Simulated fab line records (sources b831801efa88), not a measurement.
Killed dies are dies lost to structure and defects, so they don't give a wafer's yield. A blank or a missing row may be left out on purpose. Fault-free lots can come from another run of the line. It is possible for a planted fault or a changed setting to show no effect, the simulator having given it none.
What tool caused it?	flow sky130	Sampling: 12 lots, 36 wafers, 7 of 708 route steps

== WHAT THE GAUGES SHOWED, per wafer ==
SKY_LI_CONTACT_THK_MEAS_01. Usual: LI_CONTACT_HDPCVD_THK typically reads 924 nm, with standard deviation 8.5.
lot	measured	on	LI_CONTACT_HDPCVD_THK (nm)	flag
L620	day 28 01:38	filmMetro-03	909 924 913	
L621	day 28 06:14	filmMetro-02	935 925 943	
L622	day 28 18:57	filmMetro-02	927 926 918	
L623	day 29 18:41	filmMetro-04	920 927 937	
L624	day 30 04:14	filmMetro-04	923 927 932	
L627	day 30 23:34	filmMetro-02	933 928 921	
L626	day 31 00:11	filmMetro-04	930 922 920	
L629	day 32 02:38	filmMetro-02	940 942 948	
L635	day 33 14:53	filmMetro-02	918 913 920	
L636	day 33 19:28	filmMetro-02	927 930 928	
L637	day 33 20:40	filmMetro-02	916 920 906	
L640	day 34 20:04	filmMetro-04	951 924 927	

SKY_LI_CONTACT_CD_MEAS_12: target cd 170 nm. Usual: cdNm 170.7 nm, standard deviation 1.7.
lot	measured	on	cdNm (nm)	flag
L620	day 29 06:08	cdSem-01	170.2 171.6 170.5	
L621	day 29 10:58	cdSem-01	169.2 170.7 169.2	
L622	day 30 00:13	cdSem-01	171.7 170.8 170.7	
L623	day 30 23:30	cdSem-01	174.6 174.0 173.4	
L624	day 31 08:41	cdSem-01	168.6 168.4 170.2	
L627	day 32 03:42	cdSem-02	171.7 171.7 172.4	
L626	day 32 04:55	cdSem-02	170.4 170.2 169.3	
L629	day 33 06:26	cdSem-01	169.0 169.4 169.9	
L635	day 34 17:28	cdSem-02	170.6 170.4 170.3	
L636	day 34 22:09	cdSem-01	168.6 169.4 168.0	
L637	day 34 23:13	cdSem-01	169.6 169.4 170.1	
L640	day 35 22:14	cdSem-01	170.7 169.5 170.5	

SKY_LI_CONTACT_RS_MEAS_22: measurement is done with a four-point probe. Usual: LI_CONTACT_W_RS typically reads 0.285 ohm/sq, with standard deviation 0.0035.
lot	measured	on	LI_CONTACT_W_RS (ohm/sq)	flag
L620	day 29 06:58	filmMetro-03	0.285 0.286 0.288	
L621	day 29 11:49	filmMetro-04	0.283 0.289 0.283	
L622	day 30 01:03	filmMetro-04	0.285 0.281 0.284	
L623	day 31 00:20	filmMetro-04	0.284 0.291 0.286	
L624	day 31 09:31	filmMetro-02	0.281 0.281 0.284	
L627	day 32 04:32	filmMetro-04	0.286 0.283 0.281	
L626	day 32 05:45	filmMetro-04	0.285 0.281 0.288	
L629	day 33 07:17	filmMetro-02	0.288 0.286 0.280	
L635	day 34 18:19	filmMetro-02	0.237 0.242 0.242	OFF
L636	day 34 23:01	filmMetro-03	0.285 0.292 0.287	
L637	day 35 00:04	filmMetro-04	0.242 0.237 0.238	OFF
L640	day 35 23:04	filmMetro-02	0.283 0.292 0.282	

SKY_LI_CONTACT_THK_MEAS_23: measures by xrf. Usual: LI_CONTACT_W_THK typically reads 398 nm, with standard deviation 5.3.
lot	measured	on	LI_CONTACT_W_THK (nm)	flag
L620	day 29 07:05	filmMetro-03	400 400 394	
L621	day 29 11:55	filmMetro-04	401 396 400	
L622	day 30 01:10	filmMetro-04	396 401 394	
L623	day 31 00:28	filmMetro-04	399 391 395	
L624	day 31 09:38	filmMetro-02	405 405 396	
L627	day 32 04:39	filmMetro-04	391 394 400	
L626	day 32 05:50	filmMetro-04	397 401 391	
L629	day 33 07:25	filmMetro-02	397 400 410	
L635	day 34 18:26	filmMetro-02	479 470 463	OFF
L636	day 34 23:07	filmMetro-03	395 386 393	
L637	day 35 00:11	filmMetro-04	462 475 474	OFF
L640	day 35 23:11	filmMetro-02	401 389 400	

SKY_LOCAL_INTERCONNECT_CD_MEAS_11: target cd 170 nm. Usual: cdNm 169.7 nm, standard deviation 1.7.
lot	measured	on	cdNm (nm)	flag
L620	day 30 11:56	cdSem-02	173.1 170.9 171.6	
L621	day 30 15:54	cdSem-02	172.4 172.4 170.0	
L622	day 31 04:44	cdSem-01	172.6 172.5 173.4	
L623	day 32 05:30	cdSem-01	169.2 170.1 168.9	
L624	day 32 14:12	cdSem-01	170.3 170.6 169.5	
L627	day 33 08:13	cdSem-01	170.7 170.5 171.3	
L626	day 33 09:42	cdSem-01	169.0 169.1 168.7	
L629	day 34 09:38	cdSem-02	168.8 168.5 168.9	
L635	day 35 21:02	cdSem-01	168.6 171.3 166.6	
L636	day 36 01:07	cdSem-01	169.1 168.7 169.3	
L637	day 36 02:35	cdSem-01	171.3 170.6 171.2	
L640	day 37 01:23	cdSem-01	170.5 169.7 169.0	

== WHAT TOOL EACH LOT RAN ON (gives the tool, then ch and the chambers of the sampled wafers, and finally the start) ==
lot	SKY_LI_CONTACT_CVD_21	SKY_LI_CONTACT_CMP_24
L620	cvdW-01 ch 0,1, day 29 06:51	cmp-02 ch 0,2,3, day 29 07:09
L621	cvdW-01 ch 0,1, day 29 11:40	cmp-01 ch 0,1,3, day 29 11:58
L622	cvdW-02 ch 0,1, day 30 00:55	cmp-02 ch 0,1,3, day 30 01:20
L623	cvdW-01 ch 0, day 31 00:13	cmp-02 ch 0,1, day 31 00:31
L624	cvdW-02 ch 0,1, day 31 09:24	cmp-02 ch 1,2,3, day 31 09:51
L627	cvdW-02 ch 0,1, day 32 04:24	cmp-01 ch 1,3, day 32 04:45
L626	cvdW-01 ch 0,1, day 32 05:36	cmp-02 ch 1,2,3, day 32 05:58
L629	cvdW-01 ch 0,1, day 33 07:10	cmp-01 ch 0,3, day 33 07:37
L635	cvdW-02 ch 0,1, day 34 18:11	cmp-02 ch 0,1,3, day 34 18:30
L636	cvdW-01 ch 0,1, day 34 22:52	cmp-02 ch 1,3, day 34 23:13
L637	cvdW-02 ch 0,1, day 34 23:56	cmp-01 ch 1,2,3, day 35 00:27
L640	cvdW-01 ch 0,1, day 35 22:57	cmp-02 ch 0,1,3, day 35 23:21
- SKY_LI_CONTACT_CVD_21: deposits W, target thk 400 nm, time 120.56 s.
- SKY_LI_CONTACT_CMP_24: polishes, stops on PSG, t overpolish 20 s, target thk 0 nm.

== WHAT THE TOOLS THEMSELVES READ (means of the sampled wafers that have a number; where no wafer has one, the mark that the record gives instead) ==
SKY_LI_CONTACT_CVD_21. Usual: heaterPowerW 902 W, standard deviation 37.
lot	tool	heaterPowerW (W)	flag
L620	cvdW-01	927	
L621	cvdW-01	899	
L622	cvdW-02	890	
L623	cvdW-01	951	
L624	cvdW-02	878	
L627	cvdW-02	893	
L626	cvdW-01	884	
L629	cvdW-01	905	
L635	cvdW-02	896	
L636	cvdW-01	940	
L637	cvdW-02	889	
L640	cvdW-01	921	

SKY_LI_CONTACT_CMP_24. Usual: motorCurrentA 10.5 A, standard deviation 0.84; slurryFlowMlMin 150.0, standard deviation 0.46; timeToEndpointS 97 s, standard deviation 3.9.
lot	tool	motorCurrentA (A)	slurryFlowMlMin	timeToEndpointS (s)	flag
L620	cmp-02	10.7	150.4	92	
L621	cmp-01	10.4	150.1	100	
L622	cmp-02	10.7	150.5	93	
L623	cmp-02	11.0	149.6	97	
L624	cmp-02	10.5	149.9	94	
L627	cmp-01	9.7	150.5	101	
L626	cmp-02	10.6	150.1	95	
L629	cmp-01	9.7	149.8	95	
L635	cmp-02	10.3	149.7	112	OFF
L636	cmp-02	10.5	150.1	95	
L637	cmp-01	9.7	150.2	125	OFF
L640	cmp-02	10.2	150.0	93	

== THE ANSWER, worked out from the rows above alone ==
Rule: a lot counts as off when the mean over its wafers that have a number is more than 3 standard deviations away from the usual mean. Also off: a lot with no number at a reading for which 4 or more lots have one. Any other lot the step has rows for is counted as sound. After the gauges, taken in route order, come the tools' own readings; for these a lot's mean is taken, as printed above. At the first step where some lot is off, the reading lying furthest off is the one used; lots without a number count as furthest.
Off: L635, L637, at SKY_LI_CONTACT_RS_MEAS_22 (LI_CONTACT_W_RS).
If a tool, at a process step before that reading, ran all the lots that are off and no sound lot after the first of them, it fits. The gauges at SKY_LI_CONTACT_RS_MEAS_22 aren't tried: what is off there is off at SKY_LI_CONTACT_CMP_24 too, on other tools, and a gauge's error can't cause that. One candidate fits, namely cvdW-02 at SKY_LI_CONTACT_CVD_21. Its last sound lot is L627 (day 32 04:24), its first lot that is off L635 (day 34 18:11): a fault that began between those two fits.

== WHAT THE SIMULATOR HAD PUT IN ==
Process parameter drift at SKY_LI_CONTACT_CVD_21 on cvdW-02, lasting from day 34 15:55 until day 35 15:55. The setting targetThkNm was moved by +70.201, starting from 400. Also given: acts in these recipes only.
Struck lots among those shown: L635, L637. This agrees with what the rule above found.
